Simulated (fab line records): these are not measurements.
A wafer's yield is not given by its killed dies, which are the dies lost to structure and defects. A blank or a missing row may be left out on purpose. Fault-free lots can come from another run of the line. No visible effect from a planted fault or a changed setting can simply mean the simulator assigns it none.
Which tool was responsible? :: flow sky130 :: 13 lots, 38 wafers sampled, at 2 steps of a route of 708

WHAT THE GAUGES READ, wafer by wafer
The record holds no reading of a measuring or inspecting step that can be judged against a usual standard deviation.

WHICH TOOL RAN EACH LOT (tool, then ch and the chambers of the sampled wafers, then the start)
lot: L990
SKY_METAL5_METAL_ETCH_15: rie-metal-02 ch 0,1, day 43 12:50
SKY_METAL5_STRIP_16: plasma-asher-03 ch 0,1, day 43 13:04

lot: L991
SKY_METAL5_METAL_ETCH_15: rie-metal-04 ch 0,1, day 43 16:51
SKY_METAL5_STRIP_16: plasma-asher-03 ch 0,1, day 43 17:05

lot: L994
SKY_METAL5_METAL_ETCH_15: rie-metal-02 ch 0,1, day 44 19:24
SKY_METAL5_STRIP_16: plasma-asher-03 ch 0,1, day 44 19:38

lot: L996
SKY_METAL5_METAL_ETCH_15: rie-metal-03 ch 0,1, day 45 09:21
SKY_METAL5_STRIP_16: plasma-asher-03 ch 0,1, day 45 09:32

lot: L104
SKY_METAL5_METAL_ETCH_15: rie-metal-03 ch 0,1, day 47 12:57
SKY_METAL5_STRIP_16: plasma-asher-01 ch 0,1, day 47 13:11

lot: L103
SKY_METAL5_METAL_ETCH_15: rie-metal-04 ch 1, day 47 13:53
SKY_METAL5_STRIP_16: plasma-asher-01 ch 0,1, day 47 14:07

lot: L106
SKY_METAL5_METAL_ETCH_15: rie-metal-03 ch 0,1, day 47 20:15
SKY_METAL5_STRIP_16: plasma-asher-01 ch 0,1, day 47 20:26

lot: L107
SKY_METAL5_METAL_ETCH_15: rie-metal-03 ch 0,1, day 48 01:53
SKY_METAL5_STRIP_16: plasma-asher-03 ch 0,1, day 48 02:04

lot: L109
SKY_METAL5_METAL_ETCH_15: rie-metal-03 ch 0,1, day 48 14:48
SKY_METAL5_STRIP_16: plasma-asher-03 ch 0,1, day 48 15:02

lot: L110
SKY_METAL5_METAL_ETCH_15: rie-metal-04 ch 0,1, day 48 21:56
SKY_METAL5_STRIP_16: plasma-asher-01 ch 0,1, day 48 22:10

lot: L111
SKY_METAL5_METAL_ETCH_15: rie-metal-02 ch 0,1, day 49 00:53
SKY_METAL5_STRIP_16: plasma-asher-03 ch 1, day 49 01:07

lot: L112
SKY_METAL5_METAL_ETCH_15: rie-metal-02 ch 0,1, day 49 08:11
SKY_METAL5_STRIP_16: plasma-asher-03 ch 0,1, day 49 08:25

lot: L113
SKY_METAL5_METAL_ETCH_15: rie-metal-04 ch 0,1, day 49 10:47
SKY_METAL5_STRIP_16: plasma-asher-01 ch 0, day 49 11:01
- SKY_METAL5_METAL_ETCH_15: etches the open film in Cl2/BCl3, stops on SiO2, target depth 1260 nm, time 252 s.
- SKY_METAL5_STRIP_16: strips in O2/N2.

WHAT THE TOOLS THEMSELVES READ (means of the sampled wafers that have a number; where no wafer has one, the mark that the record gives instead)
SKY_METAL5_METAL_ETCH_15.
lot: L990
tool: rie-metal-02
bias-w (W): 48.49
drypump-motor-current-A (A): 6.1
oes-product-au (a.u.): 0.894
throttle-valve-pct (%): 22.266

lot: L991
tool: rie-metal-04
bias-w (W): 48.55
drypump-motor-current-A (A): 5.8
oes-product-au (a.u.): 0.896
throttle-valve-pct (%): 22.262

lot: L994
tool: rie-metal-02
bias-w (W): 48.55
drypump-motor-current-A (A): 5.9
oes-product-au (a.u.): 0.916
throttle-valve-pct (%): 22.250

lot: L996
tool: rie-metal-03
bias-w (W): 48.66
drypump-motor-current-A (A): 5.5
oes-product-au (a.u.): 0.892
throttle-valve-pct (%): 22.260

lot: L104
tool: rie-metal-03
bias-w (W): 48.47
drypump-motor-current-A (A): 5.8
oes-product-au (a.u.): 0.893
throttle-valve-pct (%): 22.263

lot: L103
tool: rie-metal-04
bias-w (W): 48.56
drypump-motor-current-A (A): 5.2
oes-product-au (a.u.): 0.886
throttle-valve-pct (%): 22.264

lot: L106
tool: rie-metal-03
bias-w (W): 48.55
drypump-motor-current-A (A): 5.8
oes-product-au (a.u.): 0.891
throttle-valve-pct (%): 22.252

lot: L107
tool: rie-metal-03
bias-w (W): 48.48
drypump-motor-current-A (A): 5.8
oes-product-au (a.u.): 0.896
throttle-valve-pct (%): 22.259

lot: L109
tool: rie-metal-03
bias-w (W): 48.35
drypump-motor-current-A (A): 5.5
oes-product-au (a.u.): 0.893
throttle-valve-pct (%): 22.269

lot: L110
tool: rie-metal-04
bias-w (W): 48.49
drypump-motor-current-A (A): 5.5
oes-product-au (a.u.): 0.895
throttle-valve-pct (%): 22.266

lot: L111
tool: rie-metal-02
bias-w (W): 48.56
drypump-motor-current-A (A): 6.0
oes-product-au (a.u.): 0.890
throttle-valve-pct (%): 22.263

lot: L112
tool: rie-metal-02
bias-w (W): 48.56
drypump-motor-current-A (A): 5.7
oes-product-au (a.u.): 0.895
throttle-valve-pct (%): 22.257

lot: L113
tool: rie-metal-04
bias-w (W): 48.50
drypump-motor-current-A (A): 5.5
oes-product-au (a.u.): 0.894
throttle-valve-pct (%): 22.266

SKY_METAL5_STRIP_16.
lot: L990
tool: plasma-asher-03
drypump-motor-current-A (A): 6.2
oes-product-au (a.u.): 0.711
strip-time-to-endpoint-s (s): 13.06

lot: L991
tool: plasma-asher-03
drypump-motor-current-A (A): 6.2
oes-product-au (a.u.): 0.707
strip-time-to-endpoint-s (s): 13.09

lot: L994
tool: plasma-asher-03
drypump-motor-current-A (A): 6.3
oes-product-au (a.u.): 0.716
strip-time-to-endpoint-s (s): 13.47

lot: L996
tool: plasma-asher-03
drypump-motor-current-A (A): 6.4
oes-product-au (a.u.): 0.712
strip-time-to-endpoint-s (s): 13.07

lot: L104
tool: plasma-asher-01
drypump-motor-current-A (A): 6.1
oes-product-au (a.u.): 0.711
strip-time-to-endpoint-s (s): 13.10

lot: L103
tool: plasma-asher-01
drypump-motor-current-A (A): 6.0
oes-product-au (a.u.): 0.705
strip-time-to-endpoint-s (s): 13.05

lot: L106
tool: plasma-asher-01
drypump-motor-current-A (A): 5.4
oes-product-au (a.u.): 0.716
strip-time-to-endpoint-s (s): 13.01

lot: L107
tool: plasma-asher-03
drypump-motor-current-A (A): 6.4
oes-product-au (a.u.): 0.706
strip-time-to-endpoint-s (s): 12.99

lot: L109
tool: plasma-asher-03
drypump-motor-current-A (A): 6.4
oes-product-au (a.u.): 0.709
strip-time-to-endpoint-s (s): 13.01

lot: L110
tool: plasma-asher-01
drypump-motor-current-A (A): 6.1
oes-product-au (a.u.): 0.709
strip-time-to-endpoint-s (s): 13.04

lot: L111
tool: plasma-asher-03
drypump-motor-current-A (A): 6.6
oes-product-au (a.u.): 0.711
strip-time-to-endpoint-s (s): 13.07

lot: L112
tool: plasma-asher-03
drypump-motor-current-A (A): 6.4
oes-product-au (a.u.): 0.707
strip-time-to-endpoint-s (s): 12.91

lot: L113
tool: plasma-asher-01
drypump-motor-current-A (A): 6.6
oes-product-au (a.u.): 0.711
strip-time-to-endpoint-s (s): 12.92

THE ANSWER, worked out from the rows above alone
Rule: the lots themselves supply what counts as usual. The widest of any qualifying gaps counts: lots, ordered by their means at a reading, are off when they make up no more than a third of the lots, leave a main group of 4 or more, and stand apart from it by 3 or more times the standard deviation of that group's means. The tables above print the reading to a certain number of digits; a main group whose means all agree to those digits is not used. Also off: a lot with no number at a reading for which 4 or more lots have one. Any other lot the step has rows for is counted as sound. First the gauges in route order, then the tools' own readings, where a lot's mean is used as printed above. At the first step where some lot is off, the reading lying furthest off is the one used; lots without a number count as furthest.
Off: L994 (SKY_METAL5_METAL_ETCH_15, oes-product-au). The main group: mean 0.893 a.u., standard deviation 0.0028.
If a tool, at that step or one of the process steps before it, ran each lot that is off and ran no sound lot following the first of them, it fits. None of those tried fits.

WHAT THE SIMULATOR PUT IN
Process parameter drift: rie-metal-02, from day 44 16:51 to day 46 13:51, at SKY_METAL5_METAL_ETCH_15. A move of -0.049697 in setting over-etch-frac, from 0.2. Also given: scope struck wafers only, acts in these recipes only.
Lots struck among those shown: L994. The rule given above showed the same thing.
